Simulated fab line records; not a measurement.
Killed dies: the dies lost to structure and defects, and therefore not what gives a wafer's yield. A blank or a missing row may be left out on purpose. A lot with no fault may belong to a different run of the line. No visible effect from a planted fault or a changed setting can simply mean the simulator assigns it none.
Matching of chambers    flow sky130    SKY_VIA3_ETCH_15 on rie_diel-04: 4 sister chambers
The step etches SiO2 in C4F8/O2/Ar, stops on TiN, target depth 507 nm, time 78 s. 8 wafers are shown with their chamber, then 11 later ones without.

## WAFERS WITH THEIR CHAMBER
wafer   chamber  oes_product_au (a.u.)
L076.1  2        0.948
L079.3  1        0.941
L079.5  0        0.948
L080.5  1        0.943
L080.6  0        0.943
L081.4  2        0.950
L081.5  3        0.941
L084.1  3        0.936

## WAFERS MISSING THEIR CHAMBER
wafer   oes_product_au (a.u.)
L084.2  0.950
L084.6  0.938
L090.2  0.943
L090.3  0.947
L090.4  0.942
L096.3  0.950
L096.4  0.957
L096.5  0.942
L097.1  0.938
L097.3  0.940
L097.5  0.945

## THE CHAMBER EACH PASSED THROUGH
wafer   from the rows above                in truth
L084.2  can't be placed: 2 or 0            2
L084.6  can't be placed: 3 or 1            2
L090.2  can't be placed: 1 or 0 or 3 or 2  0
L090.3  can't be placed: 0 or 2 or 1       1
L090.4  can't be placed: 1 or 3 or 0       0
L096.3  can't be placed: 2 or 0            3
L096.4  can't be placed: 2 or 0            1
L096.5  can't be placed: 1 or 3 or 0       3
L097.1  can't be placed: 3 or 1            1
L097.3  can't be placed: 3 or 1 or 0       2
L097.5  can't be placed: 0 or 1 or 2       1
0 of 11 placed correctly. Can't be placed from these rows: 11 (the true chamber is among the candidates in 7). Wrongly placed: 0.
How it was worked out, from the rows above alone: a wafer's distance from a chamber is the root of the sum, over the readings, of the square of ((its reading less the chamber's mean) divided by the reading's scatter). The wafer belongs to the nearest chamber; if the next one is less than 2 further off, it can't be placed. Each chamber's mean is taken over the wafers shown for it. The scatter is the square root of a quotient: the sum, over the shown wafers, of each reading's squared deviation from its chamber's mean, divided by wafers minus chambers.
